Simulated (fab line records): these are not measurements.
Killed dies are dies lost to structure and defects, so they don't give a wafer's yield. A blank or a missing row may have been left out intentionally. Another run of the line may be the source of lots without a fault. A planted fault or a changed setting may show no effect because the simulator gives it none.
Struck lot and sound lot, side by side	flow sky130	24 steps out of a route of 708
Sound: these wafers, L571.2, L571.3, L571.4. The struck wafers were L561.1, L561.4, L561.5. The cause comes at the end.
For every step that has rows: the tool of each side, followed by ch and its chambers, followed by its first start. Under that, the readings that differ: sound wafers	struck wafers	difference of the means	sigmas: that difference in standard deviations of wafers without a fault.
alike: readings with means less than 2 such deviations apart, plus words and numbers identical on both sides. not compared: withheld readings, readings lacking a value on some wafer, bounds such as >300 that could conceal the same value, and numbers that have no deviation in the record and whose values overlap.
A row with sigmas, a row that says differs or no value, or rows on one side alone: a step with any of these is where the two part. Numbers that don't overlap but have no deviation are shown without sigmas and don't part them. A reading that every wafer of one side lacks parts them only if that side has two wafers or more.

first, 2 steps without rows for these wafers: SKY_POLY_GATE_CLEAN_19 (cleans in SC1/SC2, time 150 s); SKY_POLY_GATE_OXIDATION_20 (stabilise 600 s, purge 300 s, target thk 4 nm).
SKY_POLY_GATE_THK_MEAS_21:
  sound on film metro-02 at day 23 22:50; struck on film metro-02 at day 19 22:57
  alike: POLY_GATE_OXIDATION_THK
SKY_POLY_GATE_CD_MEAS_22:
  sound on cd sem-01 at day 23 22:55; struck on cd sem-01 at day 19 23:01
  alike: cd nm
then, 7 steps without rows for these wafers: SKY_LDD_N_DEHYDRATE_00 (time 60 s); SKY_LDD_N_HMDS_01 (prime time 60 s); SKY_LDD_N_COAT_02 (resist thk 300 nm); SKY_LDD_N_SOFTBAKE_03 (time 60 s); SKY_LDD_N_EXPOSE_04 (exposes mask NTM, target cd 840 nm); SKY_LDD_N_PEB_05; SKY_LDD_N_DEVELOP_06 (develop time 60 s).
SKY_LDD_N_OVL_MEAS_07:
  sound on overlay-01 at day 25 04:40; struck on overlay-02 at day 21 05:35
  alike: LDD_N_OVL
SKY_LDD_N_IMPLANT_08:
  sound on implanter-01 ch 0, day 25 04:43; struck on implanter-01 ch 0, day 21 05:37
reading	sound	struck	difference	sigmas
beam on s (s)	10.34 9.92 9.80	57.32 58.12 57.65	+47.68	+99 or more
dose ions cm2	7.492e+13 7.504e+13 7.502e+13	6.2385e+14 6.2385e+14 6.2382e+14	+5.4885e+14	+99 or more
faraday current uA	409 427 430	613 605 609	+187	+22
then, 7 steps without rows for these wafers: SKY_LDD_N_IMPLANT_09; SKY_LDD_N_IMPLANT_10; SKY_LDD_N_IMPLANT_11; SKY_LDD_N_IMPLANT_12; SKY_LDD_N_IMPLANT_13; SKY_LDD_N_IMPLANT_14; SKY_LDD_N_IMPLANT_15.
SKY_LDD_N_STRIP_16: strips in O2/N2.
  sound on plasma asher-01 ch 0,1, day 25 05:53; struck on plasma asher-03 ch 0,1, day 21 06:49
reading	sound	struck	difference	sigmas
strip time to endpoint s (s)	4.348 4.330 4.316	5.524 5.530 5.539	+1.200	+80
  alike: drypump motor current A, oes product au
  not compared: rf hours counter h
SKY_LDD_N_TW_MEAS_17:
  sound on film metro-03 at day 25 06:00; struck on film metro-01 at day 21 06:55
reading	sound	struck	difference	sigmas
LDD_N_TW	2595 2590 2592	2954 2952 2966	+365	+17
then, 1 step without rows for these wafers: SKY_LDD_P_DEHYDRATE_00 (time 60 s).
-- record jumps: 27 days separate the struck wafers' starts on either side; left off in module LDD_P, taken up again in module PAD_OPEN, whose first shown step is the route's number 708 --
SKY_PAD_OPEN_PROBE_99:
  sound on prober-01 at day 50 11:46; struck on prober-02 at day 48 02:28
reading	sound	struck	difference	sigmas
model.etest.tip n.rs ohm sq	438.7 440.1 438.1	261.9 259.9 262.2	-177.6	
model.etest.nfet_01v8.r on ohm um	855.5 856.6 856.2	788.5 782.4 785.1	-70.8	
model.etest.nfet_01v8_lvt.drive ua um	567.7 564.2 568.2	617.9 619.3 612.9	+50.0	
model.etest.nfet_01v8.drive ua um	497 493.1 494.8	541.6 542.1 535.2	+44.7	
model.etest.nfet_01v8_turned.drive ua um	492.5 490.7 499.6	538.5 537.5 531.7	+41.6	
model.etest.sram nfet pass.drive ua um	484.1 480.6 483.1	516 514.4 521.4	+35	
model.etest.nfet_01v8_swapped.drive ua um	491.6 490.7 502.2	527.2 526.5 518.4	+29.2	
model.etest.licon ndiff.rc ohm	181.7 179.4 181.2	177.9 172.8 176.7	-5.0	
  alike: killed_at_M0_to_M3, killed_at_M4_up, killed at contacts, killed at front end, killed at other, killed dies, killed open, killed short

WHERE THEY PART
At SKY_LDD_N_IMPLANT_08 first; at SKY_LDD_N_TW_MEAS_17 last (within this record only). Later steps at which nothing parts them and some readings are alike: SKY_PAD_OPEN_PROBE_99.

WHY: what had been put in by the simulator
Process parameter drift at SKY_LDD_N_IMPLANT_08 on implanter-01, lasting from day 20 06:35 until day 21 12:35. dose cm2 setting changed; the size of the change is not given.
